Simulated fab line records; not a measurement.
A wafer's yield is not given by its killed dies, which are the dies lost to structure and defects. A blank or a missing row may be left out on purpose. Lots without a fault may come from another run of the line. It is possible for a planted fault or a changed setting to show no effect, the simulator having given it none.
Which tool is to blame? + flow sky130 + 15 lots, 45 wafers sampled, at 3 steps of a route of 708

WHAT THE GAUGES SHOWED, per wafer
SKY_VIA3_RS_MEAS_22: a four-point-probe measurement.
| lot  | measured     | on            | VIA3_W_RS (ohm/sq) |
|------|--------------|---------------|--------------------|
| L920 | day 39 15:01 | film metro-03 | 0.286 0.294 0.292  |
| L921 | day 39 19:37 | film metro-03 | 0.293 0.290 0.293  |
| L922 | day 39 19:58 | film metro-01 | 0.297 0.294 0.300  |
| L925 | day 41 02:17 | film metro-04 | 0.300 0.301 0.290  |
| L927 | day 41 08:29 | film metro-01 | 0.293 0.290 0.288  |
| L926 | day 41 11:58 | film metro-04 | 0.297 0.299 0.296  |
| L928 | day 41 20:15 | film metro-01 | 0.297 0.290 0.288  |
| L932 | day 44 18:31 | film metro-03 | 0.294 0.292 0.293  |
| L933 | day 44 23:39 | film metro-01 | 0.289 0.294 0.291  |
| L934 | day 44 23:37 | film metro-04 | 0.299 0.297 0.300  |
| L937 | day 45 02:38 | film metro-01 | 0.295 0.295 0.296  |
| L939 | day 45 08:53 | film metro-04 | 0.294 0.297 0.289  |
| L941 | day 45 13:01 | film metro-01 | 0.288 0.298 0.289  |
| L940 | day 45 13:04 | film metro-03 | 0.294 0.294 0.296  |
| L943 | day 46 03:44 | film metro-03 | 0.293 0.288 0.294  |

TOOL THAT RAN EACH LOT (tool first, then ch and the chambers of the sampled wafers, then the start)
| lot  | SKY_VIA3_ETCH_14                   | SKY_VIA3_ETCH_15                   |
|------|------------------------------------|------------------------------------|
| L920 | rie diel-01 ch 0,1, day 39 14:06   | rie diel-01 ch 0,1, day 39 14:08   |
| L921 | rie diel-03 ch 0,2,3, day 39 18:40 | rie diel-03 ch 0,2,3, day 39 18:42 |
| L922 | rie diel-01 ch 0,3, day 39 19:01   | rie diel-01 ch 0,3, day 39 19:03   |
| L925 | rie diel-03 ch 0,2,3, day 41 00:51 | rie diel-03 ch 0,2,3, day 41 00:53 |
| L927 | rie diel-01 ch 1,2, day 41 07:04   | rie diel-01 ch 1,2, day 41 07:06   |
| L926 | rie diel-01 ch 0,1,3, day 41 11:04 | rie diel-01 ch 0,1,3, day 41 11:07 |
| L928 | rie diel-04 ch 0,1,3, day 41 19:22 | rie diel-04 ch 0,1,3, day 41 19:24 |
| L932 | rie diel-03 ch 2,3, day 44 17:36   | rie diel-03 ch 2,3, day 44 17:38   |
| L933 | rie diel-04 ch 0,1,2, day 44 22:39 | rie diel-04 ch 0,1,2, day 44 22:41 |
| L934 | rie diel-01 ch 0,1, day 44 22:43   | rie diel-01 ch 0,1, day 44 22:45   |
| L937 | rie diel-04 ch 0,2,3, day 45 01:40 | rie diel-04 ch 0,2,3, day 45 01:43 |
| L939 | rie diel-03 ch 1,2,3, day 45 07:40 | rie diel-03 ch 1,2,3, day 45 07:42 |
| L941 | rie diel-04 ch 0,1,3, day 45 11:42 | rie diel-04 ch 0,1,3, day 45 11:44 |
| L940 | rie diel-01 ch 0,1,2, day 45 12:03 | rie diel-01 ch 0,1,2, day 45 12:05 |
| L943 | rie diel-04 ch 2,3, day 46 02:45   | rie diel-04 ch 2,3, day 46 02:47   |
- SKY_VIA3_ETCH_14: etches BARC in N2/H2, stops on SiO2, time 45.9 s, target depth 60 nm.
- SKY_VIA3_ETCH_15: etches SiO2 in C4F8/O2/Ar, stops on TiN, target depth 507 nm, time 78 s.

AS READ BY THE TOOLS THEMSELVES (means over the sampled wafers that have a number; for cases with no such wafer, the mark the record gives instead)
SKY_VIA3_ETCH_14.
| lot  | tool        | bias w (W) | chamber pressure mTorr (mTorr) | drypump motor current A (A) | oes product au (a.u.) | throttle valve pct (%) |
|------|-------------|------------|--------------------------------|-----------------------------|-----------------------|------------------------|
| L920 | rie diel-01 | 99.86      | 29.999                         | 6.6                         | 0.858                 | 13.227                 |
| L921 | rie diel-03 | 100.10     | 30.011                         | 5.4                         | 0.853                 | 13.229                 |
| L922 | rie diel-01 | 99.99      | 29.997                         | 6.1                         | 0.854                 | 13.217                 |
| L925 | rie diel-03 | 100.20     | 29.975                         | 5.4                         | 0.858                 | 13.220                 |
| L927 | rie diel-01 | 100.03     | 29.982                         | 6.2                         | 0.853                 | 13.216                 |
| L926 | rie diel-01 | 99.93      | 29.982                         | 6.3                         | 0.849                 | 13.227                 |
| L928 | rie diel-04 | 100.11     | 29.989                         | 5.5                         | 0.854                 | 13.217                 |
| L932 | rie diel-03 | 99.89      | 30.019                         | 5.0                         | 0.856                 | 13.224                 |
| L933 | rie diel-04 | 100.17     | 29.984                         | 5.7                         | 0.856                 | 13.227                 |
| L934 | rie diel-01 | 100.24     | 29.991                         | 6.5                         | 0.860                 | 13.227                 |
| L937 | rie diel-04 | 100.05     | 30.042                         | 5.5                         | 0.858                 | 13.223                 |
| L939 | rie diel-03 | 100.12     | 30.020                         | 5.0                         | 0.854                 | 13.216                 |
| L941 | rie diel-04 | 99.77      | 29.996                         | 5.5                         | 0.852                 | 13.230                 |
| L940 | rie diel-01 | 100.26     | 30.017                         | 6.2                         | 0.860                 | 13.218                 |
| L943 | rie diel-04 | 99.87      | 30.028                         | 5.1                         | 0.852                 | 13.218                 |

SKY_VIA3_ETCH_15.
| lot  | tool        | bias w (W) | chamber pressure mTorr (mTorr) | oes product au (a.u.) |
|------|-------------|------------|--------------------------------|-----------------------|
| L920 | rie diel-01 | 1202       | 40.01                          | 0.947                 |
| L921 | rie diel-03 | 1201       | 39.99                          | 0.948                 |
| L922 | rie diel-01 | 1200       | 39.95                          | 0.947                 |
| L925 | rie diel-03 | 1205       | 39.99                          | 0.948                 |
| L927 | rie diel-01 | 1201       | 40.03                          | 0.945                 |
| L926 | rie diel-01 | 1197       | 40.04                          | 0.946                 |
| L928 | rie diel-04 | 1202       | 39.97                          | 0.946                 |
| L932 | rie diel-03 | 1195       | 40.01                          | 0.946                 |
| L933 | rie diel-04 | 1201       | 40.01                          | 0.949                 |
| L934 | rie diel-01 | 1198       | 40.00                          | 0.944                 |
| L937 | rie diel-04 | 1199       | 40.04                          | 0.942                 |
| L939 | rie diel-03 | 1198       | 39.99                          | 0.945                 |
| L941 | rie diel-04 | 1205       | 40.00                          | 0.947                 |
| L940 | rie diel-01 | 1198       | 40.05                          | 0.948                 |
| L943 | rie diel-04 | 1198       | 39.99                          | 0.949                 |

THE ANSWER, worked out from the rows above alone
Rule: the lots themselves supply what counts as usual. The widest of any qualifying gaps counts: lots, ordered by their means at a reading, are off when they make up no more than a third of the lots, leave a main group of 4 or more, and stand apart from it by 3 or more times the standard deviation of that group's means. Not used: any main group whose means are identical at the precision the tables above print for the reading. A lot without any number at a reading at which 4 lots or more have one is off too. All remaining lots with rows at the step are treated as sound. Order of review: gauges by route order, followed by the tools' own readings, for which a lot's mean as printed above is used. At the first step where some lot is off, the reading lying furthest off is the one used; lots without a number count as furthest.
Nothing can be told from this: no lot is off at any reading shown.

WHAT WAS PUT IN BY THE SIMULATOR
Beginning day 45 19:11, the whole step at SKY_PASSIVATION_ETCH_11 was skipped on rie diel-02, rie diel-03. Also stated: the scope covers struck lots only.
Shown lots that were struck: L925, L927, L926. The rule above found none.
